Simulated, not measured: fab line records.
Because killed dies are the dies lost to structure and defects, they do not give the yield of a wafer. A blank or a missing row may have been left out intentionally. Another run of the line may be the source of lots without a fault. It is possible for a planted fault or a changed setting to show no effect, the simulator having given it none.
Problem report in the 8D (eight disciplines) form, filled by code | flow sky130 | the parts of the form that need people (team, actions taken, sign-off) are left out

== 1. PROBLEM STATEMENT ==
Wafers free of any fault read 1627 (standard deviation 7.6) for RES_XHIGH_TW at SKY_RES_XHIGH_TW_MEAS_09, against a mean of 786 on 6 wafers of 2 lots. So: -99 or more standard deviations from the usual mean.
First observed at day 25 14:46: wafer L673.1, on film metro-02. The record holds 36 wafers of 12 lots with a number at this step. By rule, "out" or "out of limits" means more than 4 standard deviations away from the usual mean. Any other wafer with a number is counted as sound.

== 2. WHAT IT IS AND WHAT IT IS NOT ==
question                    | is                           | is not
which readings at this step | RES_XHIGH_TW                 | -
which lots                  | L672, L673                   | L668, L669, L670, L671, L682, L683, L685, L687, L688, L690
which wafers of those lots  | all that have a number       | -
read on which gauges        | film metro-02, film metro-04 | film metro-01
when                        | from day 25 14:46            | up to then (12 sound wafers); but 18 sound wafers of L682, L683, L685, L687, L688, L690 came after

== 3. WHAT RULES OUT EACH SUSPECT ==
Counting: any tool at a process step up to the reading is kept as a suspect provided that every lot that is out went through it and no sound lot did after the first of them.
- the gauge at SKY_RES_XHIGH_TW_MEAS_09 has been ruled out. The wafers that are out were read on 2 gauges (film metro-02, film metro-04).
- implanter-01 at SKY_RES_XHIGH_IMPLANT_07: ruled out as a lasting fault. After its first lot that is out, L673 (day 25 14:07), sound lots L687, L690 ran on it.
Left after counting: nothing in the record.

== 4. THE CAUSE (what the simulator had put in) ==
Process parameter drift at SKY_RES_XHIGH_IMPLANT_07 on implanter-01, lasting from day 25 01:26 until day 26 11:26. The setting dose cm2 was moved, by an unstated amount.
It was ruled out by counting, in error; the rule expects a fault to strike all lots run on its tool from its start on, and this fault did not.

== 5. SEQUENCE OF EFFECTS, ordered by route ==
Each row: a reading where the mean over the struck wafers with a number is more than 3 standard deviations away from the usual. Only readings whose record carries a usual standard deviation are examined. hours: median over the lots of the time between each lot's start at the first step of this table that gives one and its start at this step. sigmas: the change, counted in usual standard deviations.
hours | step                     | reading            | usual        | on struck wafers | change   | sigmas
0     | SKY_RES_XHIGH_IMPLANT_07 | beam on s          | 40 s         | 10               | -30      | -8.1
0     | SKY_RES_XHIGH_IMPLANT_07 | dose ions cm2      | 3.6e+14      | 3.6e+13          | -3.2e+14 | -99 or more
0     | SKY_RES_XHIGH_IMPLANT_07 | faraday current uA | 510          | 204              | -306     | -5.9
0     | SKY_RES_XHIGH_TW_MEAS_09 | RES_XHIGH_TW       | 1627         | 786              | -840     | -99 or more
29    | SKY_SD_N_RS_MEAS_18      | RES_XHIGH_RS       | 332.6 ohm/sq | 2012.0           | +1679.4  | +99 or more
The process steps in it:
- SKY_RES_XHIGH_IMPLANT_07
At these later measuring or inspecting steps, every struck wafer for which the step has a row has a number for every such reading, and none has moved that far: SKY_SD_N_RS_MEAS_17.

== 6. HOW IT WOULD HAVE BEEN CAUGHT EARLIER ==
13 hours passed between the start of the fault at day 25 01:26 and the first reading out of limits at a measuring or inspecting step in this record, taken at day 25 14:46.
At SKY_RES_XHIGH_IMPLANT_07, the tool's own readings (beam on s, dose ions cm2, faraday current uA) were out on each struck wafer the step has a row for, so an alarm limit on them would have fired on the first such wafer.
